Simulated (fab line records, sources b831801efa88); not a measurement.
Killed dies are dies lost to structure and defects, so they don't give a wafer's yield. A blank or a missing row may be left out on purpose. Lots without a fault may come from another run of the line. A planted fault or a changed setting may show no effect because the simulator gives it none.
Chamber matching | flow gf180mcu | GF_V1_CMP_26 on cmp-02: 4 sister chambers
The step polishes, stops on SiO2, t overpolish 15 s, target thk 0 nm. 8 wafers are shown with their chamber, then 7 later ones without.

WAFERS WITH THEIR CHAMBER
wafer  | chamber | motor_current_A (A) | time_to_endpoint_s (s)
L854.2 | 1       | 10.5                | 91
L856.2 | 2       | 9.9                 | 83
L856.5 | 0       | 11.6                | 85
L859.1 | 0       | 11.5                | 86
L859.3 | 3       | 11.0                | 90
L859.4 | 1       | 11.0                | 86
L861.2 | 3       | 11.4                | 90
L861.4 | 2       | 10.2                | 83

WAFERS WITHOUT THEIR CHAMBER
wafer  | motor_current_A (A) | time_to_endpoint_s (s)
L861.6 | 9.7                 | 87
L865.1 | 10.3                | 79
L865.2 | 12.8                | 81
L865.3 | 11.1                | 84
L866.1 | 10.9                | 84
L866.4 | 10.0                | 79
L866.5 | 9.4                 | 81

WHICH CHAMBER EACH WENT THROUGH
wafer  | from the rows above               | in truth
L861.6 | can't be placed: 2 or 1           | 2
L865.1 | 2                                 | 2
L865.2 | 0                                 | 0
L865.3 | can't be placed: 0 or 1 or 3      | 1
L866.1 | can't be placed: 1 or 0 or 2 or 3 | 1
L866.4 | 2                                 | 2
L866.5 | 2                                 | 2
Placed correctly: 4 of 7. Can't be placed from these rows: 3 (the true chamber is among the candidates in 3). Placed wrongly: 0.
How it was worked out, from the rows above alone: a wafer's distance from a chamber is the root of the sum, over the readings, of the square of ((its reading less the chamber's mean) divided by the reading's scatter). The wafer belongs to the nearest chamber; if the next one is less than 2 further off, it can't be placed. A chamber's mean is the mean of its shown wafers. The scatter: the root of (the sum of the squares of (reading less its chamber's mean) over the shown wafers, divided by (wafers less chambers)).
